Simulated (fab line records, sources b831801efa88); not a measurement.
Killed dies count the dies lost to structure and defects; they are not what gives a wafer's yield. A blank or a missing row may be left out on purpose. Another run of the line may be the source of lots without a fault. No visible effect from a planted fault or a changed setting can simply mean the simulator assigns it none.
fab line records	flow sky130
record lots=12	wafers=36	last_day=50
route steps=708 shown VIA3@576 METAL4@632 METAL5@674 PASSIVATION@683 PAD_OPEN@708
lots untouched by any fault: they come from a run of this same line in which no faults occurred
start_h: start of the lot's first displayed wafer, in hours after the record's first day	wait_h: time in hours since the lot's previous step	" repeats the value in the row above	L1.1+2: one row covering several wafers at once	- no value, or no start given	* or withheld: withheld	< > ~ a bound
route shown NAME@n: names a module that has steps shown in the file, with the first one's number in the route	usual: mean/standard deviation taken from wafers without a fault	same: alike in all rows	chamber/n: place in a boat	sites: each site's reading	_std_site: the values' standard deviation	_edge_site: outer sites' mean less inner sites'	radius_mm: for every site, how far away it sits from the centre of the wafer	mask NAME#n: copy n	behind: tool/chamber where the wafer was last shaped	hold: what put the lot on hold/how long, in hours/how the hold closed	device: transistor that didn't switch, given as n, p or np	end of line: at the end of the route, the tests of the same wafers	where a step has no rows: the recipe by itself	killed: the dies lost at the first sort to structure and to defects; this is not the yield of the wafer	map: a wafer's dies, marking killed ones x, the rest . and places with no die _
set.NAME: the setting as run; set.NAME@STEP: as run at that earlier step	model.NAME: the simulator's own value behind a step, which no gauge read
steps of the route over a sample of lots; a table a step, a row a wafer
services: from which hour (start_h, from the record's first day; less than 0 if before it) a tool's chamber was out of use, for how many hours, and why
## steps
# step SKY_VIA3_BOW_MEAS_03
# recipe mode=bow
# usual VIA3_BOW=79/8.1
lot.wafer	tool	chamber	start_h	wait_h	VIA3_BOW[um]
L295.2	film_metro-01	-	941.66	0.2	82
L295.4	"	-	"	"	81
L295.5	"	-	"	"	85
L296.1	film_metro-04	-	942.99	0.1	86
L296.4	"	-	"	"	93
L296.6	"	-	"	"	87
L298.2	film_metro-04	-	951.99	0.2	72
L298.3	"	-	"	"	77
L298.5	"	-	"	"	73
L301.2	film_metro-04	-	959.44	0.1	83
L301.3	"	-	"	"	71
L301.4	"	-	"	"	72
L300.1	film_metro-04	-	963.31	0.2	78
L300.3	"	-	"	"	74
L300.4	"	-	"	"	78
L302.3	film_metro-02	-	964.91	0.3	80
L302.4	"	-	"	"	83
L302.6	"	-	"	"	77
L304.1	film_metro-04	-	989.06	0.1	69
L304.3	"	-	"	"	87
L304.6	"	-	"	"	78
L307.3	film_metro-02	-	1000.89	0.2	68
L307.5	"	-	"	"	78
L307.6	"	-	"	"	73
L310.3	film_metro-02	-	1026.51	0.3	77
L310.5	"	-	"	"	76
L310.6	"	-	"	"	92
L309.1	film_metro-01	-	1026.54	0.1	63
L309.3	"	-	"	"	75
L309.6	"	-	"	"	70
L314.2	film_metro-02	-	1053.08	0.2	66
L314.4	"	-	"	"	79
L314.5	"	-	"	"	68
L316.2	film_metro-02	-	1058.40	0.1	79
L316.5	"	-	"	"	79
L316.6	"	-	"	"	92
# step SKY_METAL4_ETCH_16
# recipe chemistry=N2/H2	target=BARC	ion_energy_ev=200	bias_w=100	pressure_mtorr=30	n2_flow_sccm=100	h2_flow_sccm=200	icp_w=500	stop_on=SiO2	time_s=88.2	target_depth_a=600
# usual drypump_motor_current_A=5.2/0.4	he_backside_leak_sccm=3.3/0.33	oes_product_au=0.626/0.0048	rf_fwd_power_W=496.6/1.9	throttle_valve_pct=13.203/0.0095
lot.wafer	tool	chamber	start_h	wait_h	drypump_motor_current_A	he_backside_leak_sccm	oes_product_au	rf_fwd_power_W	rf_hours_counter_h	throttle_valve_pct
L295.2	rie_metal-01	0	1013.77	0.0	4.9	3.2	0.632	500.7	17	13.201
L295.4	"	1	"	"	5.0	3.1	0.628	499.3	-	13.202
L295.5	"	1	"	"	5.1	3.1	0.632	499.3	-	13.189
L296.1	rie_metal-02	0	1015.12	0.0	4.8	3.4	0.630	496.7	6	13.214
L296.4	"	1	"	"	6.0	3.7	0.622	497.0	-	13.206
L296.6	"	0	"	"	4.8	3.4	0.630	498.1	-	13.204
L298.2	rie_metal-02	1	1024.36	0.0	5.9	3.6	0.621	497.8	19	13.201
L298.3	"	1	"	"	5.9	3.6	0.629	498.4	-	13.205
L298.5	"	1	"	"	5.9	3.2	0.628	497.9	-	13.203
L301.2	rie_metal-01	1	1031.95	0.0	5.1	3.3	0.636	496.8	4	13.197
L301.3	"	0	"	"	4.9	3.1	0.619	498.6	-	13.198
L301.4	"	1	"	"	5.1	3.2	0.628	498.7	-	13.183
L300.1	rie_metal-04	0	1034.50	0.0	5.7	3.3	0.626	495.6	10	13.207
L300.3	"	1	"	"	5.5	3.2	0.633	495.0	-	13.203
L300.4	"	0	"	"	5.6	3.2	0.620	494.3	-	13.209
L302.3	rie_metal-04	1	1035.96	0.0	5.5	3.3	0.627	494.6	-	13.187
L302.4	"	0	"	"	5.6	3.2	0.625	494.5	-	13.217
L302.6	"	1	"	"	5.5	3.5	0.616	491.4	-	13.195
L304.1	rie_metal-02	0	1057.95	0.0	4.8	3.4	0.606	495.9	9	13.210
L304.3	"	0	"	"	4.8	3.3	0.628	495.7	-	13.198
L304.6	"	0	"	"	4.8	3.3	0.631	498.0	-	13.200
L307.3	rie_metal-04	1	1070.09	0.0	5.5	3.3	0.625	495.2	-	13.196
L307.5	"	0	"	"	5.6	3.0	0.625	497.6	-	13.219
L307.6	"	1	"	"	5.6	3.2	0.632	495.5	-	13.197
L310.3	rie_metal-01	1	1094.34	0.0	5.0	3.5	0.630	497.0	-	13.205
L310.5	"	0	"	"	4.9	3.1	0.627	498.5	-	13.208
L310.6	"	1	"	"	5.0	3.3	0.620	495.4	-	13.217
L309.1	rie_metal-04	0	1094.55	0.0	5.6	3.4	0.624	497.3	14	13.201
L309.3	"	1	"	"	5.5	3.3	0.627	494.1	-	13.208
L309.6	"	1	"	"	5.5	3.3	0.618	492.6	-	13.197
L314.2	rie_metal-01	0	1117.81	0.0	4.9	3.2	0.621	495.9	25	13.190
L314.4	"	1	"	"	5.0	3.3	0.625	499.4	-	13.210
L314.5	"	0	"	"	4.9	3.1	0.627	495.3	-	13.199
L316.2	rie_metal-01	1	1123.82	0.0	5.0	3.3	0.627	497.6	12	13.205
L316.5	"	0	"	"	4.9	3.1	0.626	499.1	-	13.203
L316.6	"	1	"	"	5.0	3.4	0.625	498.0	-	13.224
# step SKY_METAL5_DEVELOP_13
# recipe resist=NOVOLAK	developer=TMAH	develop_time_s=60	dev_temp_c=23
# usual developer_temp_C=23.01/0.11
lot.wafer	tool	chamber	start_h	wait_h	developer_temp_C
L295.2	litho_track-04	0	1059.45	0.1	22.85
L295.4	"	0	"	"	22.99
L295.5	"	0	"	"	22.96
L296.1	litho_track-03	0	1061.63	0.1	23.23
L296.4	"	0	"	"	23.13
L296.6	"	0	"	"	23.11
L298.2	litho_track-04	0	1068.45	0.1	22.83
L298.3	"	0	"	"	22.68
L298.5	"	0	"	"	22.99
L301.2	litho_track-04	0	1077.10	0.1	22.96
L301.3	"	0	"	"	23.10
L301.4	"	0	"	"	23.13
L300.1	litho_track-04	0	1079.87	0.1	23.05
L300.3	"	0	"	"	23.00
L300.4	"	0	"	"	23.12
L302.3	litho_track-04	0	1081.02	0.1	23.06
L302.4	"	0	"	"	22.93
L302.6	"	0	"	"	23.10
L304.1	litho_track-04	0	1102.37	0.1	22.03
L304.3	"	0	"	"	22.00
L304.6	"	0	"	"	22.04
L307.3	litho_track-04	0	1114.67	0.1	22.02
L307.5	"	0	"	"	21.84
L307.6	"	0	"	"	21.95
L309.1	litho_track-02	0	1137.17	0.1	22.92
L309.3	"	0	"	"	23.04
L309.6	"	0	"	"	22.95
L310.3	litho_track-03	0	1137.18	0.1	22.88
L310.5	"	0	"	"	23.00
L310.6	"	0	"	"	23.02
L314.2	litho_track-02	0	1157.14	0.1	23.06
L314.4	"	0	"	"	23.08
L314.5	"	0	"	"	23.01
L316.2	litho_track-03	0	1162.45	0.1	23.15
L316.5	"	0	"	"	23.02
L316.6	"	0	"	"	23.13
# step SKY_PASSIVATION_CVD_02
# recipe material=Si3N4	target_thk_nm=540	temp_c=400	time_s=withheld	rf_w=450
# usual heater_power_w=726/87	rf_fwd_power_W=449.0/1.4
lot.wafer	tool	chamber	start_h	wait_h	heater_power_w	rf_fwd_power_W
L295.2	pecvd-03	0	1060.51	0.0	720	448.0
L295.4	"	2	"	"	729	448.5
L295.5	"	0	"	"	751	447.4
L296.1	pecvd-01	0	1062.72	0.1	858	448.2
L296.4	"	2	"	"	610	451.8
L296.6	"	1	"	"	857	448.3
L298.2	pecvd-03	1	1069.59	0.0	660	449.4
L298.3	"	2	"	"	825	448.5
L298.5	"	1	"	"	534	449.5
L301.2	pecvd-01	1	1078.28	0.0	757	448.1
L301.3	"	0	"	"	807	449.0
L301.4	"	1	"	"	811	451.2
L300.1	pecvd-03	2	1081.01	0.1	728	448.9
L300.3	"	1	"	"	668	448.9
L300.4	"	0	"	"	653	447.7
L302.3	pecvd-03	0	1082.11	0.0	650	447.6
L302.4	"	2	"	"	872	447.4
L302.6	"	1	"	"	590	450.5
L304.1	pecvd-02	2	1103.94	0.1	718	450.4
L304.3	"	0	"	"	721	446.4
L304.6	"	2	"	"	769	449.6
L307.3	pecvd-01	1	1115.75	0.0	868	447.7
L307.5	"	0	"	"	812	449.0
L307.6	"	2	"	"	750	448.7
L310.3	pecvd-01	0	1138.22	0.0	726	446.1
L310.5	"	1	"	"	779	448.4
L310.6	"	2	"	"	616	447.9
L309.1	pecvd-01	0	1138.70	0.1	789	451.0
L309.3	"	1	"	"	881	448.7
L309.6	"	1	"	"	863	451.0
L314.2	pecvd-03	2	1158.43	0.0	750	451.9
L314.4	"	1	"	"	662	451.2
L314.5	"	2	"	"	794	447.9
L316.2	pecvd-02	0	1163.57	0.0	623	447.6
L316.5	"	2	"	"	786	446.9
L316.6	"	1	"	"	659	447.9
# step SKY_PAD_OPEN_PROBE_99
# usual defect_limited_yield=82.3/1.9	killed_at_M0_to_M3=44/7.3	killed_at_M4_up=3.4/1.7	killed_at_contacts=24/5.3	killed_at_front_end=15/4.1	killed_at_other=0.4/0.68	killed_dies=87/9.5	killed_on_rim=17/3.8	killed_open=48/7.1	killed_short=39/5.8	sort_bin_3_pad_short=0.8/0.39	sort_bin_5_function=10.4/1.4	sort_bin_6_memory=6.5/1.1	sort_n_pass=405/9.5	sort_yield_pct=82.3/1.9
# same gross_dies=492	killed_at_back_side=0	sort_bin_4_leakage[%]=0	sort_bin_8_speed[%]=0
lot.wafer	tool	chamber	start_h	wait_h	defect_limited_yield[%]	killed_at_M0_to_M3	killed_at_M4_up	killed_at_contacts	killed_at_front_end	killed_at_other	killed_dies	killed_on_rim	killed_open	killed_short	sort_bin_3_pad_short[%]	sort_bin_5_function[%]	sort_bin_6_memory[%]	sort_n_pass	sort_yield_pct[%]
L295.2	prober-02	-	1105.06	0.1	84.6	37	2	24	13	0	76	13	40	36	0.8	8.9	5.7	416	84.6
L295.4	prober-02	-	1105.16	0.2	80.3	55	5	17	20	0	97	23	55	40	0.6	12.4	6.7	395	80.3
L295.5	prober-02	-	1105.21	0.2	84.3	46	4	11	16	0	77	19	38	38	1.4	9.6	4.7	415	84.3
L296.1	prober-01	-	1107.30	0.1	80.3	42	4	30	19	2	97	16	47	49	0.6	13.2	5.9	395	80.3
L296.4	prober-01	-	1107.45	0.2	80.7	51	3	23	17	1	95	16	52	43	0.6	12.0	6.7	397	80.7
L296.6	prober-01	-	1107.55	0.2	83.1	45	4	20	13	1	83	23	43	39	0.2	10.0	6.7	409	83.1
L298.2	prober-01	-	1114.25	0.1	81.7	47	2	21	20	0	90	25	48	41	1.4	11.2	5.7	402	81.7
L298.3	prober-01	-	1114.30	0.2	83.5	44	3	20	14	0	81	16	44	37	0.4	8.5	7.5	411	83.5
L298.5	prober-01	-	1114.40	0.2	85.6	37	1	16	17	0	71	14	37	32	0.4	8.5	5.5	421	85.6
L301.2	prober-02	-	1122.45	0.1	82.7	36	4	24	21	0	85	14	45	40	0.4	9.6	7.3	407	82.7
L301.3	prober-02	-	1122.50	0.2	82.3	47	1	29	10	0	87	17	52	35	0.6	10.8	6.3	405	82.3
L301.4	prober-02	-	1122.55	0.2	83.9	39	6	22	11	1	79	18	40	39	1.0	8.9	6.1	413	83.9
L300.1	prober-02	-	1125.34	0.1	82.9	45	0	20	18	1	84	15	50	34	1.0	10.2	5.9	408	82.9
L300.3	prober-02	-	1125.44	0.2	80.9	51	5	20	18	0	94	16	53	41	1.2	11.2	6.7	398	80.9
L300.4	prober-02	-	1125.49	0.2	83.9	45	4	22	8	0	79	16	51	28	0.8	9.8	5.5	413	83.9
L302.3	prober-01	-	1126.05	0.2	85.2	29	4	18	21	1	73	18	38	35	0.8	8.5	5.5	419	85.2
L302.4	prober-01	-	1126.10	0.2	80.3	46	4	39	8	0	97	16	55	42	1.4	10.8	7.5	395	80.3
L302.6	prober-01	-	1126.20	0.2	82.5	42	3	27	14	0	86	15	38	47	0.8	10.2	6.5	406	82.5
L304.1	prober-02	-	1144.34	0.1	84.1	37	4	23	13	1	78	16	39	38	0.6	9.3	5.9	414	84.1
L304.3	prober-02	-	1144.44	0.2	85.0	39	4	14	16	1	74	11	36	38	1.4	9.8	3.9	418	85.0
L304.6	prober-02	-	1144.59	0.2	82.7	46	4	19	16	0	85	14	45	38	0.4	7.9	8.9	407	82.7
L307.3	prober-02	-	1155.10	0.2	76.4	58	5	36	17	0	116	16	66	50	1.2	14.2	8.1	376	76.4
L307.5	prober-02	-	1155.20	0.2	78.7	54	2	34	14	1	105	27	60	45	0.6	12.0	8.7	387	78.7
L307.6	prober-02	-	1155.25	0.2	81.7	34	3	33	20	0	90	14	51	39	0.2	9.8	8.3	402	81.7
L310.3	prober-02	-	1175.94	0.2	82.7	37	5	23	20	0	85	14	42	42	1.4	9.6	6.3	407	82.7
L310.5	prober-02	-	1176.04	0.2	81.1	47	6	28	10	2	93	27	47	46	0.6	11.6	6.7	399	81.1
L310.6	prober-02	-	1176.09	0.2	84.1	43	3	18	13	1	78	12	44	34	0.6	10.0	5.3	414	84.1
L309.1	prober-02	-	1177.34	0.1	85.0	38	1	23	12	0	74	11	40	34	1.0	7.5	6.5	418	85.0
L309.3	prober-02	-	1177.44	0.2	85.2	37	3	15	18	0	73	14	38	34	0.6	8.9	5.3	419	85.2
L309.6	prober-02	-	1177.59	0.2	79.9	43	3	29	24	0	99	16	59	39	1.6	10.4	8.1	393	79.9
L314.2	prober-01	-	1193.25	0.1	81.1	55	4	23	11	0	93	14	45	48	0.6	12.0	6.3	399	81.1
L314.4	prober-01	-	1193.35	0.2	80.5	53	1	20	22	0	96	13	57	39	0.4	12.0	7.1	396	80.5
L314.5	prober-01	-	1193.40	0.2	83.1	45	2	23	12	1	83	17	43	40	1.2	10.2	5.5	409	83.1
L316.2	prober-01	-	1198.70	0.1	85.6	37	5	21	8	0	71	15	40	31	0.8	8.1	5.5	421	85.6
L316.5	prober-01	-	1198.85	0.2	81.9	52	1	21	15	0	89	14	64	25	0	12.0	6.1	403	81.9
L316.6	prober-01	-	1198.90	0.2	81.7	52	3	22	13	0	90	19	54	36	0.6	10.4	7.3	402	81.7
# killed by level:class
L295.2 CONTACT:geometric_particle:open=13 VIA1:geometric_particle:open=10 VIA2:geometric_particle:open=6 POLY_GATE:geometric_particle:short=5 LOCAL_INTERCONNECT:geometric_particle:short=5 VIA3:geometric_particle:open=5 CONTACT:geometric_particle:short=4 VIA1:geometric_particle:short=4
L295.4 VIA1:geometric_particle:open=19 VIA3:geometric_particle:open=9 FIELD_ISO:geometric_particle:short=7 CONTACT:geometric_particle:open=7 METAL2:geometric_particle:short=6 VIA2:geometric_particle:open=6 CONTACT:geometric_particle:short=5 LI_CONTACT:geometric_particle:open=4
L295.5 VIA1:geometric_particle:open=11 METAL3:geometric_particle:short=9 VIA1:geometric_particle:short=6 LI_CONTACT:geometric_particle:open=5 VIA2:geometric_particle:open=5 POLY_GATE:geometric_particle:open=4 POLY_GATE:geometric_particle:short=4 METAL2:geometric_particle:short=4
L296.1 CONTACT:geometric_particle:open=9 VIA1:geometric_particle:open=9 LI_CONTACT:geometric_particle:open=7 VIA2:geometric_particle:open=7 FIELD_ISO:geometric_particle:short=6 POLY_GATE:geometric_particle:open=6 METAL1:geometric_particle:short=6 LOCAL_INTERCONNECT:geometric_particle:short=6
L296.4 VIA1:geometric_particle:open=10 VIA2:geometric_particle:open=10 CONTACT:geometric_particle:open=9 FIELD_ISO:geometric_particle:short=6 VIA2:geometric_particle:short=6 METAL1:geometric_particle:short=6 VIA3:geometric_particle:open=6 FIELD_ISO:geometric_particle:open=4
L296.6 VIA1:geometric_particle:open=9 CONTACT:geometric_particle:open=8 METAL1:geometric_particle:short=7 METAL2:geometric_particle:short=6 LI_CONTACT:geometric_particle:open=5 LOCAL_INTERCONNECT:geometric_particle:short=5 METAL1:geometric_particle:open=5 VIA3:geometric_particle:open=5
L298.2 VIA1:geometric_particle:open=13 VIA2:geometric_particle:open=7 LI_CONTACT:geometric_particle:open=6 VIA3:geometric_particle:open=6 FIELD_ISO:geometric_particle:short=4 VIA1:geometric_particle:short=4 POLY_GATE:geometric_particle:open=4 CONTACT:geometric_particle:short=4
L298.3 VIA1:geometric_particle:open=12 CONTACT:geometric_particle:open=9 VIA1:geometric_particle:short=6 VIA2:geometric_particle:short=6 VIA3:geometric_particle:open=5 POLY_GATE:geometric_particle:open=4 CONTACT:geometric_particle:short=4 METAL1:geometric_particle:short=4
L298.5 VIA3:geometric_particle:open=8 METAL3:geometric_particle:short=7 VIA1:geometric_particle:open=6 VIA2:geometric_particle:open=5 FIELD_ISO:geometric_particle:open=4 FIELD_ISO:geometric_particle:short=4 POLY_GATE:geometric_particle:short=4 LI_CONTACT:geometric_particle:open=4
L301.2 FIELD_ISO:geometric_particle:short=8 CONTACT:geometric_particle:open=8 METAL2:geometric_particle:short=6 VIA3:geometric_particle:open=6 VIA1:geometric_particle:open=6 POLY_GATE:geometric_particle:open=5 LOCAL_INTERCONNECT:geometric_particle:short=5 POLY_GATE:geometric_particle:short=4
L301.3 VIA3:geometric_particle:open=11 LI_CONTACT:geometric_particle:open=10 CONTACT:geometric_particle:open=9 VIA1:geometric_particle:open=7 METAL2:geometric_particle:short=5 CONTACT:geometric_particle:short=5 VIA2:geometric_particle:open=5 FIELD_ISO:geometric_particle:open=4
L301.4 CONTACT:geometric_particle:open=9 VIA1:geometric_particle:open=8 VIA2:geometric_particle:open=7 VIA3:geometric_particle:open=7 METAL4:geometric_particle:short=6 CONTACT:geometric_particle:short=6 LOCAL_INTERCONNECT:geometric_particle:short=4 METAL1:geometric_particle:short=4
L300.1 LI_CONTACT:geometric_particle:open=10 VIA3:geometric_particle:open=10 VIA2:geometric_particle:open=8 VIA1:geometric_particle:open=6 METAL3:geometric_particle:short=5 FIELD_ISO:geometric_particle:open=4 POLY_GATE:geometric_particle:open=4 CONTACT:geometric_particle:open=4
L300.3 VIA1:geometric_particle:open=11 LI_CONTACT:geometric_particle:open=7 CONTACT:geometric_particle:open=6 METAL1:geometric_particle:short=6 VIA3:geometric_particle:short=6 VIA3:geometric_particle:open=6 POLY_GATE:geometric_particle:open=5 POLY_GATE:geometric_particle:short=5
L300.4 VIA1:geometric_particle:open=13 CONTACT:geometric_particle:open=10 VIA3:geometric_particle:open=7 LI_CONTACT:geometric_particle:open=6 VIA2:geometric_particle:open=4 VIA3:geometric_particle:short=4 METAL1:geometric_particle:open=3 VIA1:geometric_particle:short=3
L302.3 VIA1:geometric_particle:open=8 POLY_GATE:geometric_particle:open=5 CONTACT:geometric_particle:open=5 FIELD_ISO:geometric_particle:short=4 POLY_GATE:geometric_particle:short=4 POLY_CUT:geometric_particle:short=4 LOCAL_INTERCONNECT:geometric_particle:short=4 METAL1:geometric_particle:short=4
L302.4 VIA3:geometric_particle:open=12 CONTACT:geometric_particle:open=12 LI_CONTACT:geometric_particle:open=10 CONTACT:geometric_particle:short=10 VIA1:geometric_particle:open=9 VIA1:geometric_particle:short=6 METAL1:geometric_particle:short=5 LI_CONTACT:geometric_particle:short=4
L302.6 CONTACT:geometric_particle:open=14 METAL1:geometric_particle:short=9 VIA1:geometric_particle:open=7 CONTACT:geometric_particle:short=6 VIA1:geometric_particle:short=6 VIA2:geometric_particle:open=6 POLY_GATE:geometric_particle:short=5 LI_CONTACT:geometric_particle:open=4
L304.1 METAL2:geometric_particle:short=10 CONTACT:geometric_particle:open=8 VIA3:geometric_particle:open=8 VIA1:geometric_particle:open=6 LI_CONTACT:geometric_particle:short=5 LI_CONTACT:geometric_particle:open=5 FIELD_ISO:geometric_particle:open=4 METAL1:geometric_particle:short=3
L304.3 VIA1:geometric_particle:open=9 VIA1:geometric_particle:short=6 VIA3:geometric_particle:open=6 FIELD_ISO:geometric_particle:open=5 VIA2:geometric_particle:short=5 POLY_GATE:geometric_particle:short=4 CONTACT:geometric_particle:open=4 METAL4:geometric_particle:short=4
L304.6 VIA1:geometric_particle:open=14 CONTACT:geometric_particle:open=9 METAL1:geometric_particle:short=7 VIA3:geometric_particle:open=6 VIA2:geometric_particle:open=4 METAL3:geometric_particle:short=4 FIELD_ISO:geometric_particle:short=3 POLY_GATE:geometric_particle:short=3
L307.3 VIA2:geometric_particle:open=15 CONTACT:geometric_particle:open=13 VIA1:geometric_particle:open=11 LOCAL_INTERCONNECT:geometric_particle:short=7 CONTACT:geometric_particle:short=7 METAL1:geometric_particle:short=7 METAL2:geometric_particle:short=6 POLY_GATE:geometric_particle:open=5
L307.5 CONTACT:geometric_particle:open=17 VIA2:geometric_particle:open=14 VIA1:geometric_particle:open=8 METAL2:geometric_particle:short=8 LI_CONTACT:geometric_particle:open=7 POLY_GATE:geometric_particle:short=6 VIA1:geometric_particle:short=6 METAL1:geometric_particle:short=5
L307.6 CONTACT:geometric_particle:open=12 VIA1:geometric_particle:open=9 LI_CONTACT:geometric_particle:open=7 CONTACT:geometric_particle:short=7 METAL1:geometric_particle:short=6 POLY_GATE:geometric_particle:short=5 VIA2:geometric_particle:open=5 FIELD_ISO:geometric_particle:open=4
L310.3 VIA1:geometric_particle:open=11 LI_CONTACT:geometric_particle:open=8 VIA2:geometric_particle:open=6 CONTACT:geometric_particle:open=5 METAL2:geometric_particle:short=5 FIELD_ISO:geometric_particle:short=4 POLY_GATE:geometric_particle:open=4 POLY_GATE:geometric_particle:short=4
L310.5 CONTACT:geometric_particle:open=10 VIA1:geometric_particle:open=9 METAL2:geometric_particle:short=9 LI_CONTACT:geometric_particle:open=8 VIA1:geometric_particle:short=8 FIELD_ISO:geometric_particle:open=6 CONTACT:geometric_particle:short=6 METAL4:geometric_particle:short=6
L310.6 VIA1:geometric_particle:open=9 METAL1:geometric_particle:short=6 VIA2:geometric_particle:open=6 VIA3:geometric_particle:open=6 LI_CONTACT:geometric_particle:open=5 CONTACT:geometric_particle:short=5 METAL2:geometric_particle:short=5 POLY_GATE:geometric_particle:short=4
L309.1 VIA1:geometric_particle:open=8 METAL1:geometric_particle:short=7 CONTACT:geometric_particle:open=7 FIELD_ISO:geometric_particle:short=6 LI_CONTACT:geometric_particle:open=6 VIA2:geometric_particle:open=6 FIELD_ISO:geometric_particle:open=3 POLY_GATE:geometric_particle:open=3
L309.3 VIA1:geometric_particle:open=7 VIA3:geometric_particle:open=7 LI_CONTACT:geometric_particle:open=6 VIA2:geometric_particle:short=6 FIELD_ISO:geometric_particle:short=5 CONTACT:geometric_particle:open=5 FIELD_ISO:geometric_particle:open=4 METAL1:geometric_particle:short=4
L309.6 LI_CONTACT:geometric_particle:open=12 VIA1:geometric_particle:open=11 VIA2:geometric_particle:open=10 POLY_GATE:geometric_particle:open=8 CONTACT:geometric_particle:short=7 FIELD_ISO:geometric_particle:open=5 METAL2:geometric_particle:open=5 METAL3:geometric_particle:short=5
L314.2 VIA1:geometric_particle:open=12 CONTACT:geometric_particle:open=9 VIA2:geometric_particle:open=7 VIA3:geometric_particle:open=7 FIELD_ISO:geometric_particle:short=6 METAL2:geometric_particle:short=6 VIA3:geometric_particle:short=5 METAL1:geometric_particle:short=5
L314.4 VIA1:geometric_particle:open=11 METAL1:geometric_particle:short=10 CONTACT:geometric_particle:open=9 VIA2:geometric_particle:open=9 VIA3:geometric_particle:open=6 FIELD_ISO:geometric_particle:open=5 LI_CONTACT:geometric_particle:open=5 FIELD_ISO:geometric_particle:short=4
L314.5 CONTACT:geometric_particle:open=12 VIA2:geometric_particle:open=7 VIA2:geometric_particle:short=6 VIA1:geometric_particle:open=6 METAL3:geometric_particle:short=6 VIA3:geometric_particle:open=6 VIA1:geometric_particle:short=4 CONTACT:geometric_particle:short=4
L316.2 CONTACT:geometric_particle:short=7 VIA1:geometric_particle:open=7 LI_CONTACT:geometric_particle:open=6 METAL2:geometric_particle:short=6 VIA3:geometric_particle:open=6 CONTACT:geometric_particle:open=5 VIA2:geometric_particle:open=5 VIA2:geometric_particle:short=4
L316.5 VIA1:geometric_particle:open=16 LI_CONTACT:geometric_particle:open=11 VIA3:geometric_particle:open=11 CONTACT:geometric_particle:open=7 VIA2:geometric_particle:open=5 METAL2:geometric_particle:open=4 FIELD_ISO:geometric_particle:short=3 VIA3:geometric_particle:short=3
L316.6 VIA1:geometric_particle:open=11 CONTACT:geometric_particle:open=8 VIA3:geometric_particle:open=8 VIA2:geometric_particle:open=8 VIA1:geometric_particle:short=7 LI_CONTACT:geometric_particle:open=6 METAL2:geometric_particle:short=5 CONTACT:geometric_particle:short=4
## services
tool	chamber	start_h	hours	kind
rie_metal-04	-	993.33	1.4	pm
pecvd-01	1	999.38	-	clean
pecvd-01	1	999.38	-	consumable_replace:showerhead
pecvd-01	1	999.38	29.0	scheduled_down
pecvd-01	1	999.38	29.0	vent_cycle
rie_metal-02	-	1015.85	0.8	repair
pecvd-02	2	1030.34	5.7	repair
pecvd-02	1	1056.76	4.8	repair
pecvd-03	0	1065.61	2.1	scheduled_down
rie_metal-01	-	1070.59	0.5	repair
pecvd-01	-	1078.51	1.4	repair
pecvd-02	0	1079.39	2.1	scheduled_down
rie_metal-02	-	1086.83	14.6	pm
pecvd-03	2	1097.16	5.5	scheduled_down
rie_metal-02	0	1105.20	2.5	repair
pecvd-02	1	1114.93	5.0	scheduled_down
rie_metal-02	1	1131.67	-	clean
rie_metal-02	1	1131.67	-	consumable_replace:focus_ring
rie_metal-02	1	1131.67	22.5	scheduled_down
rie_metal-02	1	1131.67	22.5	vent_cycle
rie_metal-02	-	1140.43	0.5	repair
## key
first_sign step=SKY_METAL5_DEVELOP_13	reading=developer_temp_C	direction=down	sigmas=9.4	usual=*	struck=*
effect none on later readings
met_at SKY_METAL5_DEVELOP_13
struck_lots L304,L307
not_acting_at SKY_VIA3_BOW_MEAS_03,SKY_METAL4_ETCH_16,SKY_PASSIVATION_CVD_02
onset_between 1081.02 1102.37
fault kind=process_parameter_drift	tool=litho_track-04	chamber=-	onset_h=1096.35	steps=SKY_METAL5_DEVELOP_13	channel=dev_temp_c	offset=*	shape=step	end_h=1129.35	acts_in=*	stated=*
